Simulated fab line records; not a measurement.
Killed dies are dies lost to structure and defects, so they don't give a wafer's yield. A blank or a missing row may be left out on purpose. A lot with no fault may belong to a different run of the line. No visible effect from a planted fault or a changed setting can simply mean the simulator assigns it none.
2 desks, one fault -- flow sfqLine -- only its own numbers are on each desk; what lay behind them is given at the end

== METROLOGY DESK ==
Lot by lot, what the gauges showed, no matter which tool ran the lot: averages of those sampled wafers that carry a number. Marked OUT: a lot whose mean sits more than 4 standard deviations from the usual mean, which makes it out of limits; the brackets give that distance.
Columns: A = R5_MONX_THK at SFQ_R5_THK_MEAS_934, usual 40.4 nm
lot,first seen here,A
L586,day 60 10:38,39.9
L587,day 60 19:38,40.6
L588,day 60 22:40,40.6
L589,day 61 00:27,41.0
L590,day 61 01:38,40.2
L591,day 65 10:32,40.6
L592,day 65 13:32,40.8
L593,day 65 20:08,40.6
L594,day 65 22:32,40.1
L595,day 66 05:10,40.5
L596,day 66 08:08,40.3
L598,day 66 14:10,40.6
L609,day 75 15:05,40.5
Result from this desk: across the 13 lots, nothing is out of limits.

== AT THE TOOL OWNER'S DESK: krfScanner-01 ==
The tool's own readings at SFQ_TRILAYER_M7_LITHO_EXPOSE_178 (exposes mask M7, target cd 500 nm): means of the sampled wafers that have a number, for each lot that ran on this tool. Marked OUT: a lot whose mean sits more than 4 standard deviations from the usual mean, which makes it out of limits; the brackets give that distance.
Columns: A = exposureDoseMJCm2 at SFQ_TRILAYER_M7_LITHO_EXPOSE_178, usual 14.400
lot,first seen here,A
L586,day 76 14:52,14.394
L587,day 76 20:52,14.389
L588,day 77 00:52,14.399
L589,day 77 02:04,14.395
L590,day 77 04:04,14.393
L591,day 77 10:16,14.388
L592,day 77 11:16,14.416
L593,day 77 13:40,14.978 (+41) OUT
L594,day 77 14:52,14.961 (+40) OUT
L595,day 77 17:40,14.977 (+41) OUT
L596,day 77 19:35,14.964 (+40) OUT
This desk's verdict: out of limits on L593, L594, L595, L596, starting with L593 at day 77 13:40 (exposureDoseMJCm2 at SFQ_TRILAYER_M7_LITHO_EXPOSE_178). Within limits: L586, L587, L588, L589, L590, L591, L592.

== BROUGHT TOGETHER ==
An alarm could have come from the tool owner's desk at day 77 13:40, on L593, L594, L595, L596.
From the metrology desk's view, nothing was out of limits.
The metrology desk holds a record of L593, L594, L595, L596, inside its limits.
Of the lots named, all ran SFQ_TRILAYER_M7_LITHO_EXPOSE_178 on krfScanner-01.

== WHAT THE SIMULATOR HAD PUT IN ==
Process parameter drift: krfScanner-01, from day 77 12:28 on, at SFQ_TRILAYER_M7_LITHO_EXPOSE_178. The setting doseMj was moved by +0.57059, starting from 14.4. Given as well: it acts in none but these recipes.
Shown lots that were struck: L593, L594, L595, L596.
Delay in hours, fault start to first out-of-limits reading, by desk: the tool owner's desk at 1.
